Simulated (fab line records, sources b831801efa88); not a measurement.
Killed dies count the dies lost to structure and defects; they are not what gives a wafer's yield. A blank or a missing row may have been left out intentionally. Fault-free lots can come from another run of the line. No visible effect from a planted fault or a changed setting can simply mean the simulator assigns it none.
A struck lot beside a sound one | flow sky130 | 15 out of 708 route steps
Sound: wafers L902.2, L902.3, L902.6. Wafers struck: L905.2, L905.4, L905.6. Last of all comes the cause.
Each step with rows lists, per side, the tool, then ch with its chambers, then its first start. Under that, the readings that differ: sound wafers | struck wafers | difference of the means | sigmas: that difference in standard deviations of wafers without a fault.
alike: words and numbers the same on both sides, and readings whose means are apart by under 2 such deviations; not compared: readings that were withheld, readings missing a value for some wafer, numbers with overlapping values and no deviation given by the record, and bounds like >300 which may hide the same value.
The two part at a step that has a row with sigmas, a row that says differs or no value, or rows on one side only. Numbers that have no deviation but don't overlap get no sigmas and don't part them. A reading missing from all wafers of one side parts the sides only when that side holds two or more wafers.

SKY_METAL3_CD_MEAS_13: the cd target is 300 nm.
  sound on cdSem-02 at day 43 14:59; struck on cdSem-01 at day 43 22:56
  alike: cdNm
SKY_METAL3_OVL_MEAS_14:
  sound on overlay-01 at day 43 15:05; struck on overlay-02 at day 43 23:02
  alike: METAL3_OVL
SKY_METAL3_DESCUM_15: chemistry O2, time 8 s.
  sound on rieMetal-04 ch 0,1, day 43 15:07; struck on rieMetal-02 ch 0,1, day 43 23:04
  alike: drypumpMotorCurrentA, heBacksideLeakSccm, oesProductAu
  not compared: rfHoursCounterH
SKY_METAL3_ETCH_16: etches BARC in N2/H2, stops on SiO2, time 88.2 s, target depth 60 nm.
  sound on rieMetal-04 ch 0,1, day 43 15:09; struck on rieMetal-02 ch 0,1, day 43 23:06
  alike: drypumpMotorCurrentA, heBacksideLeakSccm, oesProductAu, throttleValvePct
  not compared: rfHoursCounterH
SKY_METAL3_ETCH_17: etches SiO2 in C4F8/O2/Ar, stops on TiN, time 3.9 s, target depth 15 nm.
  sound on rieDiel-01 ch 0,2, day 43 15:15; struck on rieDiel-01 ch 0,1, day 43 23:12
  alike: oesProductAu
  not compared: rfHoursCounterH
SKY_METAL3_METAL_ETCH_18: etches the open film in Cl2/BCl3, stops on SiO2, target depth 845 nm, time 183.1 s.
  sound on rieMetal-02 ch 0,1, day 43 15:16; struck on rieMetal-01 ch 0,1, day 43 23:13
  alike: drypumpMotorCurrentA, heBacksideLeakSccm, oesProductAu, throttleValvePct
  not compared: rfHoursCounterH
SKY_METAL3_STRIP_19: strips in O2/N2.
  sound on plasmaAsher-02 ch 0,1, day 43 15:26; struck on plasmaAsher-03 ch 0,1, day 43 23:23
reading             | sound             | struck            | difference | sigmas
oesProductAu (a.u.) | 0.489 0.495 0.497 | 0.512 0.498 0.512 | +0.014     | +2
  alike: drypumpMotorCurrentA, stripTimeToEndpointS
  not compared: rfHoursCounterH
then, 4 steps without rows for these wafers: SKY_METAL3_STRIP_20 (strips in post etch residue remover, time 1200 s); SKY_METAL3_CLEAN_21 (cleans in IPA, time 180 s); SKY_METAL3_CLEAN_22 (cleans in O3/DIW); SKY_VIA3_HDPCVD_00 (deposits SiO2, target thk 1635 nm, time 272.5 s).
SKY_VIA3_THK_MEAS_01:
  sound on filmMetro-01 at day 43 16:13; struck on filmMetro-01 at day 44 00:31
  alike: VIA3_HDPCVD_THK
SKY_VIA3_CMP_02: polishes SiO2.
  sound on cmp-01 ch 1,2, day 43 16:16; struck on cmp-02 ch 1,2,3, day 44 00:37
  no value came back on the struck wafers for edgeZonePressureFrac, headPressurePsi (psi), motorCurrentA (A), retainingRingPressureFrac; on the sound wafers edgeZonePressureFrac reads 0.997 0.995 1.007
reading                                 | sound             | struck         | difference | sigmas
model.SiO2_of_VIA3_HDPCVD_00.thkNm (nm) | 465.8 464.6 464.9 | 1644 1651 1649 | +1183      | 
SKY_VIA3_BOW_MEAS_03:
  sound on filmMetro-01 at day 43 16:35; struck on filmMetro-01 at day 44 01:10
reading       | sound    | struck | difference                    | sigmas
VIA3_BOW (um) | 75 86 75 | - - -  | no value on the struck wafers | 
  not compared: hold
SKY_PAD_OPEN_PROBE_99:
  sound wafers here have rows in the record (prober-01, day 49 21:19); struck ones have none

== WHERE THEY PART ==
Last at SKY_PAD_OPEN_PROBE_99 as far as this record goes, first at SKY_METAL3_STRIP_19.

WHY: whatever the simulator had introduced
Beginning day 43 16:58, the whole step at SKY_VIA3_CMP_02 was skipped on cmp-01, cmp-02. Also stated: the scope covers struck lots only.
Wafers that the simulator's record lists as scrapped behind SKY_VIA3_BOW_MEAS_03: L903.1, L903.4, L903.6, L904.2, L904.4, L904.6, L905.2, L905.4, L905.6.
